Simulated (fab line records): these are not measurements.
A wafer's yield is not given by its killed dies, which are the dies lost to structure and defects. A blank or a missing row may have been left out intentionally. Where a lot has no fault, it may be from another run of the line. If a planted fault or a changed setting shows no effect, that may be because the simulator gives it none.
A struck lot beside a sound one | flow sky130 | 43 out of 708 route steps
Sound: the wafers L922.2, L922.3, L922.5. Wafers L933.1, L933.2, L933.6 were the ones struck. At the end, the cause is stated.
At each step with rows: each side's tool, then ch and its chambers, then its first start. Under that, the readings that differ: sound wafers | struck wafers | difference of the means | sigmas: that difference in standard deviations of wafers without a fault.
alike: a reading whose means differ by less than 2 such deviations, as well as words and numbers matching on both sides. not compared: withheld readings; readings where some wafer has no value; bounds like >300 that might hide an equal value; numbers whose values overlap and for which the record gives no deviation.
A row with sigmas, a row that says differs or no value, or rows on one side alone: a step with any of these is where the two part. Numbers that don't overlap but have no deviation are shown without sigmas and don't part them. Lack of a reading on every wafer of one side parts them only where that side has two or more wafers.

first, 2 steps without rows for these wafers: SKY_VIA2_CLEAN_18 (cleans in IPA, time 180 s); SKY_VIA2_CLEAN_19 (cleans in O3/DIW).
SKY_VIA2_SPUTTER_20: material TiN, target thk 20 nm, time 80 s.
  sound: pvd_sputter-02 at day 38 16:52; struck: pvd_sputter-04 at day 42 14:03
  alike: cathode_dc_power_W, throttle_valve_pct
SKY_VIA2_CVD_21: deposits W, target thk 420 nm, time 126.4 s.
  sound on cvd_w-02 ch 0,1, day 38 16:55; struck on cvd_w-01 ch 0,1, day 42 14:07
  alike: heater_power_w
SKY_VIA2_RS_MEAS_22: measurement is done with a four-point probe.
  sound: film_metro-04 at day 38 17:04; struck: film_metro-01 at day 42 14:14
  alike: VIA2_W_RS
SKY_VIA2_THK_MEAS_23: measures by xrf.
  sound: film_metro-04 at day 38 17:11; struck: film_metro-01 at day 42 14:22
  alike: VIA2_W_THK
then, 1 step without rows for these wafers: SKY_VIA2_CMP_24 (polishes, stops on SiO2, t overpolish 20 s, target thk 0 nm).
SKY_METAL3_SPUTTER_00: material Ti, target thk 15 nm, time 10 s.
  sound: pvd_sputter-02 at day 38 17:32; struck: pvd_sputter-01 at day 42 14:43
  alike: cathode_dc_power_W, throttle_valve_pct
SKY_METAL3_SPUTTER_01: material TiN, target thk 20 nm, time 16.7 s.
  sound: pvd_sputter-02 at day 38 17:33; struck: pvd_sputter-01 at day 42 14:44
  alike: cathode_dc_power_W, throttle_valve_pct
SKY_METAL3_SPUTTER_02: material AlCu, target thk 735 nm, time 39.1 s.
  sound: pvd_sputter-02 at day 38 17:35; struck: pvd_sputter-01 at day 42 14:46
  alike: cathode_dc_power_W, throttle_valve_pct
then, 2 steps without rows for these wafers: SKY_METAL3_SPUTTER_03 (material Ti, target thk 5 nm, time 3.3 s); SKY_METAL3_SPUTTER_04 (material TiN, target thk 70 nm, time 58.3 s).
SKY_CAPM_CVD_00: deposits SiO2, target thk 15.5 nm.
  sound on pecvd-02 ch 1,2, day 38 17:41; struck on pecvd-04 ch 0,1,2, day 42 14:52
  reading                               | sound            | struck            | difference | sigmas
  model.SiO2_of_CAPM_CVD_00.thk_nm (nm) | 15.5 15.39 15.52 | 16.73 17.06 17.14 | +1.51      |
  alike: heater_power_w
SKY_CAPM_THK_MEAS_01:
  sound: film_metro-01 at day 38 17:43; struck: film_metro-02 at day 42 15:07
  reading              | sound             | struck            | difference | sigmas
  CAPM_CVD_00_THK (nm) | 15.51 15.38 15.45 | 16.73 17.03 17.15 | +1.52      | +6
  not compared: hold
SKY_CAPM_RS_MEAS_03: measurement is done with a four-point probe.
  sound: film_metro-02 at day 38 17:53; struck: film_metro-01 at day 42 16:13
  alike: CAPM_TIN_RS
SKY_CAPM_THK_MEAS_04: measures by xrf.
  sound: film_metro-02 at day 38 18:00; struck: film_metro-01 at day 42 16:20
  reading           | sound             | struck            | difference | sigmas
  CAPM_TIN_THK (nm) | 202.9 206.9 206.4 | 197.1 201.3 199.2 | -6.2       | -2
then, 7 steps without rows for these wafers: SKY_CAPM_DEHYDRATE_05 (time 60 s); SKY_CAPM_HMDS_06 (prime time 60 s); SKY_CAPM_COAT_07 (resist thk 1140 nm); SKY_CAPM_SOFTBAKE_08 (time 60 s); SKY_CAPM_EXPOSE_09 (exposes mask CAPM, target cd 1000 nm); SKY_CAPM_PEB_10; SKY_CAPM_DEVELOP_11 (develop time 60 s).
SKY_CAPM_OVL_MEAS_12:
  sound: overlay-01 at day 39 18:27; struck: overlay-01 at day 43 13:41
  alike: CAPM_OVL
then, 13 steps without rows for these wafers: SKY_CAPM_METAL_ETCH_13 (etches TiN in Cl2/BCl3, stops on SiO2, target depth 220 nm, time 62.9 s); SKY_CAPM_STRIP_14 (strips in O2/N2); SKY_CAPM_STRIP_15 (strips in post etch residue remover, time 1200 s); SKY_CAPM_CLEAN_16 (cleans in IPA, time 180 s); SKY_CAPM_CLEAN_17 (cleans in O3/DIW); SKY_METAL3_DEHYDRATE_05 (time 60 s); SKY_METAL3_HMDS_06 (prime time 60 s); SKY_METAL3_COAT_07 (resist thk 60 nm); SKY_METAL3_COAT_08 (resist thk 1140 nm); SKY_METAL3_SOFTBAKE_09 (time 90 s); SKY_METAL3_EXPOSE_10 (exposes mask MM3, target cd 300 nm); SKY_METAL3_PEB_11; SKY_METAL3_DEVELOP_12 (develop time 60 s).
SKY_METAL3_CD_MEAS_13: target cd 300 nm.
  sound: cd_sem-01 at day 40 19:21; struck: cd_sem-02 at day 44 11:37
  reading    | sound             | struck            | difference | sigmas
  cd_nm (nm) | 299.7 301.2 299.8 | 297.7 297.4 298.3 | -2.4       | -2
SKY_METAL3_OVL_MEAS_14:
  sound: overlay-01 at day 40 19:28; struck: overlay-02 at day 44 11:44
  alike: METAL3_OVL
then, 2 steps without rows for these wafers: SKY_METAL3_DESCUM_15 (chemistry O2, time 8 s); SKY_METAL3_ETCH_16 (etches BARC in N2/H2, stops on SiO2, time 88.2 s, target depth 60 nm).
SKY_METAL3_ETCH_17: etches SiO2 in C4F8/O2/Ar, stops on TiN, time 3.9 s, target depth 15 nm.
  sound on rie_diel-02 ch 1,3, day 40 19:37; struck on rie_diel-01 ch 0,1,3, day 44 11:53
  reading                  | sound             | struck            | difference | sigmas
  oes_product_au (a.u.)    | 0.754 0.755 0.759 | 0.789 0.798 0.793 | +0.037     | +5
  model.etch.depth_nm (nm) | 15.5 15.39 15.52  | 16.73 17.06 17.14 | +1.51      |
  not compared: rf_hours_counter_h
-- the record jumps here: 6 days lie between the struck wafers' starts before and after (it left off in module METAL3 and takes up again in module PAD_OPEN, whose first step shown is number 708 of the route) --
SKY_PAD_OPEN_PROBE_99:
  sound: prober-02 at day 47 15:34; struck: prober-02 at day 50 11:55
  reading                              | sound               | struck              | difference | sigmas
  model.etest.cap_mim.bv_v (V)         | 13.98 13.8 13.77    | 15.33 15.82 15.38   | +1.66      |
  model.etest.cap_mim.leak_log10_a_cm2 | -8.841 -9.023 -8.91 | -9.192 -9.34 -9.348 | -0.369     |
  model.etest.cap_mim.c_ff_um2         | 2.34 2.35 2.341     | 2.17 2.141 2.117    | -0.20      |
  alike: defect_limited_yield, killed_at_M0_to_M3, killed_at_M4_up, killed_at_contacts, killed_at_front_end, killed_at_other, killed_dies, killed_open, killed_short, sort_bin_3_pad_short, sort_bin_5_function, sort_bin_6_memory, sort_n_pass, sort_yield_pct

WHERE THEY PART
At SKY_CAPM_THK_MEAS_01 first; at SKY_METAL3_ETCH_17 last (within this record only). Later steps at which nothing parts them and some readings are alike: SKY_PAD_OPEN_PROBE_99.

WHY: whatever the simulator had introduced
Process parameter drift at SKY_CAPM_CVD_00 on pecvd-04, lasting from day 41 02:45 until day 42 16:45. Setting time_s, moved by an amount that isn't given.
